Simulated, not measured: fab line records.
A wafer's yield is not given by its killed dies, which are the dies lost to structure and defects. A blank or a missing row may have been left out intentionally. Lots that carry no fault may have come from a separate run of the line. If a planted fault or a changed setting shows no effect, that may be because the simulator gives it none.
Problem report, 8D (eight disciplines) form, completed by code -- flow gf180mcu -- the parts of the form that need people (team, actions taken, sign-off) are left out

1. WHAT WENT WRONG
Mean of dose_ions_cm2 at GF_MVPSD_IMPLANT_09: 5e+12 across 9 wafers in 3 lots; on wafers with no fault it is 5e+12 (standard deviation 5.5e+09). That puts it -37 standard deviations away from the usual mean.
Seen first at day 9 08:22 on implanter-02, wafer L863.3. The record holds 39 wafers of 13 lots with a number at this step. By rule, "out" or "out of limits" means more than 4 standard deviations away from the usual mean. The rest of the wafers with a number are treated as sound.

2. WHAT THIS IS AND IS NOT
question,is,is not
which readings at this step,dose_ions_cm2,tilt_deg
which lots,"L863, L864, L865","L846, L847, L848, L850, L854, L855, L856, L861, L868, L869"
which wafers of those lots,all that have a number,-
read on which tools,implanter-02,"implanter-03, implanter-04"
when,from day 9 08:22,"up to then (24 sound wafers); but 6 sound wafers of L868, L869 came after"

3. WHAT RULES OUT EACH SUSPECT
Counting: a tool at a process step up to the reading stays a suspect if it ran every lot that is out and no sound lot after the first of them.
- implanter-02 at GF_MVPSD_IMPLANT_09: kept. All lots that are out passed through it, beginning with L863 at day 9 08:22, and no sound lot followed; its final sound lot before that point was L856 at day 7 12:02. Out on those wafers are its own readings of dose_ions_cm2.
The count leaves implanter-02 at GF_MVPSD_IMPLANT_09.

4. THE CAUSE (what the simulator had put in)
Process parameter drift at GF_MVPSD_IMPLANT_09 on implanter-02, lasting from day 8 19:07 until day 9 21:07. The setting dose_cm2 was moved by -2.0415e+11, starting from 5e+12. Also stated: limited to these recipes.
Counting left only this tool.

5. THE CHAIN OF EFFECTS, in route order
One row per reading whose mean, taken over the struck wafers that have a number, lies over 3 standard deviations from the usual. Readings are gone through only where the record gives a usual standard deviation; hours: the median, over the lots, of the time from a lot's start at the first step in this table giving one to that lot's start at this step; sigmas: the change measured in usual standard deviations.
hours,step,reading,usual,on struck wafers,change,sigmas
0,GF_MVPSD_IMPLANT_09,dose_ions_cm2,5e+12,5e+12,-2e+11,-37
Process steps it contains:
- GF_MVPSD_IMPLANT_09

6. HOW IT WOULD HAVE BEEN CAUGHT EARLIER
In this record the first reading out of limits was taken at day 9 08:22, 13 hours after the fault began at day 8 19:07.
